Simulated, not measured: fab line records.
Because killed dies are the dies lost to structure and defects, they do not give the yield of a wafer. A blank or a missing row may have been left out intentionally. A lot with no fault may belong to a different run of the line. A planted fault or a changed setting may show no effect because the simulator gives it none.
Which tool is to blame? ; flow sky130 ; Sampling: 12 lots, 33 wafers, 5 of 708 route steps

## WHAT THE GAUGES SHOWED, per wafer
SKY_LI_CONTACT_RS_MEAS_22: the measuring method here is four-point-probe. Usual: LI_CONTACT_W_RS typically reads 0.286 ohm/sq, with standard deviation 0.0039.
lot;measured;on;LI_CONTACT_W_RS (ohm/sq);flag
L980;day 29 12:53;film-metro-04;0.289 0.285 0.288;
L982;day 29 22:42;film-metro-03;0.291 0.289 0.290;
L983;day 30 22:43;film-metro-04;0.287 0.292 0.294;
L984;day 31 05:05;film-metro-02;0.285 0.283 0.282;
L986;day 31 20:43;film-metro-04;0.285 0.283 0.282;
L987;day 32 07:29;film-metro-02;0.287 0.289 0.292;
L988;day 32 09:29;film-metro-02;0.280 0.282 0.282;
L989;day 32 16:07;film-metro-04;0.285 0.285 0.287;
L994;day 33 23:59;film-metro-03;0.289 0.289;
L995;day 34 13:41;film-metro-03;0.282 0.283;
L996;day 34 20:16;film-metro-04;0.290 0.285;
L101;day 36 03:07;film-metro-03;0.282 0.287 0.285;

SKY_LOCAL_INTERCONNECT_RS_MEAS_01: the measuring method here is four-point-probe. Usual: LOCAL_INTERCONNECT_TIN_RS typically reads 14.07 ohm/sq, with standard deviation 0.17.
lot;measured;on;LOCAL_INTERCONNECT_TIN_RS (ohm/sq);flag
L980;day 29 13:25;film-metro-04;14.05 13.77 14.10;
L982;day 29 23:15;film-metro-04;14.29 14.22 14.25;
L983;day 30 23:16;film-metro-03;13.94 13.89 13.87;
L984;day 31 05:37;film-metro-04;14.01 14.18 14.26;
L986;day 31 21:16;film-metro-04;14.13 14.42 14.33;
L987;day 32 08:01;film-metro-03;14.13 13.78 13.90;
L988;day 32 10:02;film-metro-04;14.07 14.01 14.12;
L989;day 32 16:40;film-metro-04;14.28 14.12 14.24;
L994;day 34 00:32;film-metro-01;13.86 13.94;
L995;day 34 14:17;film-metro-01;14.13 14.26;
L996;day 34 20:49;film-metro-01;14.13 13.98;
L101;day 36 03:40;film-metro-03;14.02 14.22 14.31;

SKY_CONTACT_THK_MEAS_03. Usual: CONTACT_HDPCVD_THK typically reads 563 nm, with standard deviation 9.
lot;measured;on;CONTACT_HDPCVD_THK (nm);flag
L980;day 30 19:20;film-metro-02;572 560 562;
L982;day 31 04:20;film-metro-01;562 580 574;
L983;day 32 03:56;film-metro-01;575 564 569;
L984;day 32 10:13;film-metro-02;551 568 565;
L986;day 33 01:40;film-metro-04;562 550 566;
L987;day 33 12:07;film-metro-01;558 560 562;
L988;day 33 13:51;film-metro-04;569 566 579;
L989;day 33 20:34;film-metro-04;564 562 561;
L994;day 35 04:02;film-metro-02;411 559 411 558;OFF
L995;day 35 16:36;film-metro-04;414 413 414 413;OFF
L996;day 35 23:47;film-metro-01;420 552 420 551;OFF
L101;day 37 06:35;film-metro-01;561 577 561;

## WHICH TOOL RAN EACH LOT (tool, then ch and the chambers of the sampled wafers, then the start)
lot;SKY_LI_CONTACT_SPUTTER_19;SKY_CONTACT_HDPCVD_02
L980;pvd-sputter-04, day 29 12:34;hdpcvd-02 ch 0,1,2, day 30 19:16
L982;pvd-sputter-03, day 29 22:26;hdpcvd-02 ch 1,2, day 31 04:16
L983;pvd-sputter-02, day 30 22:28;hdpcvd-02 ch 0,1,2, day 32 03:52
L984;pvd-sputter-03, day 31 04:48;hdpcvd-01 ch 0,2, day 32 10:08
L986;pvd-sputter-03, day 31 20:28;hdpcvd-01 ch 0,1,2, day 33 01:36
L987;pvd-sputter-02, day 32 07:10;hdpcvd-01 ch 0,1, day 33 12:01
L988;pvd-sputter-04, day 32 09:06;hdpcvd-02 ch 0,1,2, day 33 13:47
L989;pvd-sputter-04, day 32 15:41;hdpcvd-01 ch 1,2, day 33 20:29
L994;pvd-sputter-02, day 33 23:43;hdpcvd-01 ch 1, day 35 03:58
L995;pvd-sputter-03, day 34 13:25;hdpcvd-01 ch 0, day 35 16:31
L996;pvd-sputter-04, day 34 19:55;hdpcvd-01 ch 0,1, day 35 23:43
L101;pvd-sputter-02, day 36 02:50;hdpcvd-02 ch 0,2, day 37 06:30
- SKY_LI_CONTACT_SPUTTER_19: material Ti, target thk 20 nm, time 106.37 s.
- SKY_CONTACT_HDPCVD_02: deposits SiO2, target thk 565 nm, time 94.2 s.

## AS READ BY THE TOOLS THEMSELVES (means over the sampled wafers that have a number; for cases with no such wafer, the mark the record gives instead)
SKY_LI_CONTACT_SPUTTER_19. Usual: throttle-valve-pct at 30.3 %, with a standard deviation of 1.1.
lot;tool;throttle-valve-pct (%);flag
L980;pvd-sputter-04;30.4;
L982;pvd-sputter-03;30.6;
L983;pvd-sputter-02;29.8;
L984;pvd-sputter-03;29.8;
L986;pvd-sputter-03;29.7;
L987;pvd-sputter-02;30.5;
L988;pvd-sputter-04;30.7;
L989;pvd-sputter-04;29.8;
L994;pvd-sputter-02;30.3;
L995;pvd-sputter-03;30.7;
L996;pvd-sputter-04;30.7;
L101;pvd-sputter-02;30.3;

SKY_CONTACT_HDPCVD_02. Usual: run-length-s 122.4 s, standard deviation 0.45; sih4-flow-sccm 60.02 sccm, standard deviation 0.18.
lot;tool;run-length-s (s);sih4-flow-sccm (sccm);flag
L980;hdpcvd-02;122.4;59.87;
L982;hdpcvd-02;122.2;60.06;
L983;hdpcvd-02;122.0;60.00;
L984;hdpcvd-01;122.4;60.16;
L986;hdpcvd-01;122.6;60.15;
L987;hdpcvd-01;122.6;59.78;
L988;hdpcvd-02;122.1;60.02;
L989;hdpcvd-01;122.8;60.06;
L994;hdpcvd-01;110.5;60.09;OFF
L995;hdpcvd-01;97.7;60.09;OFF
L996;hdpcvd-01;110.1;59.80;OFF
L101;hdpcvd-02;122.2;60.02;

## THE ANSWER, worked out from the rows above alone
Rule: lot off if the mean of its wafers having a number is beyond 3 standard deviations from the usual mean. Also off: a lot with no number at a reading for which 4 or more lots have one. All remaining lots with rows at the step are treated as sound. After the gauges, taken in route order, come the tools' own readings; for these a lot's mean is taken, as printed above. At the first step where some lot is off, the reading lying furthest off is the one used; lots without a number count as furthest.
Off: at SKY_CONTACT_THK_MEAS_03 (CONTACT_HDPCVD_THK), L994, L995, L996.
A tool fits if, at a process step before that reading, it ran every lot that is off, and no sound lot after the first of them. The gauges at SKY_CONTACT_THK_MEAS_03 aren't tried: what is off there is off at SKY_CONTACT_HDPCVD_02 too, on other tools, and a gauge's error can't cause that. One fits: SKY_CONTACT_HDPCVD_02 on hdpcvd-01. Its last sound lot is L989 (day 33 20:29), its first lot that is off L994 (day 35 03:58): a fault that began between those two fits.
The tool's own readings at SKY_CONTACT_HDPCVD_02 bear it out: on the lots that are off they differ by more than 5 times the standard deviation of the sound lots' means. run-length-s reads 106.1 s there against 122.4 s on the sound lots.

## WHAT HAD BEEN PUT IN BY THE SIMULATOR
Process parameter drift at SKY_CONTACT_HDPCVD_02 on hdpcvd-01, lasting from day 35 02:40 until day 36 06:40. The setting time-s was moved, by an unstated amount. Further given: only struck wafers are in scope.
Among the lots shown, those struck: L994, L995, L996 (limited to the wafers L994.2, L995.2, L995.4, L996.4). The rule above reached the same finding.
